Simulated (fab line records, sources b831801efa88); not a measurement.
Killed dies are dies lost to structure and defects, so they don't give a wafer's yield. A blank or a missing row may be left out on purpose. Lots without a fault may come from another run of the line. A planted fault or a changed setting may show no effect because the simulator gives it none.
Which tool did it? | flow gf180mcu | 12 lots, 36 wafers sampled, at 1 step of a route of 602

WHAT THE GAUGES READ, wafer by wafer
GF_VT_IMPLANT_TW_MEAS_21.
lot  | measured     | on            | VT_IMPLANT_2_TW
L075 | day 6 08:48  | film_metro-03 | 1209 1206 1201
L077 | day 6 22:30  | film_metro-03 | 1204 1200 1194
L079 | day 7 12:29  | film_metro-02 | 1206 1206 1213
L081 | day 8 00:32  | film_metro-03 | 1210 1218 1222
L083 | day 8 14:53  | film_metro-02 | 1194 1195 1196
L085 | day 9 03:22  | film_metro-04 | 1214 1215 1215
L087 | day 9 13:21  | film_metro-04 | 1214 1215 1211
L089 | day 10 09:49 | film_metro-03 | 1210 1212 1215
L091 | day 10 19:18 | film_metro-03 | 1217 1210 1210
L093 | day 11 05:22 | film_metro-03 | 1209 1209 1215
L095 | day 11 17:38 | film_metro-04 | 1198 1198 1201
L097 | day 12 07:03 | film_metro-04 | 1211 1209 1208

WHICH TOOL RAN EACH LOT (tool, then ch and the chambers of the sampled wafers, then the start)
The record holds no process step before these readings.

THE ANSWER, worked out from the rows above alone
Rule: what is usual is taken from the lots themselves. Put in order of their means at a reading, lots are off if they are a third of the lots or fewer, leave a main group of 4 or more, and stand apart from it by a gap of 3 or more times the standard deviation of the main group's means; of several such gaps the widest counts. A main group whose means are all the same, to the digits that the tables above print for the reading, isn't used. A lot without any number at a reading at which 4 lots or more have one is off too. The other lots that the step has rows for count as sound.
No lot is off at any reading shown: from this, nothing can be told.

WHAT THE SIMULATOR HAD PUT IN
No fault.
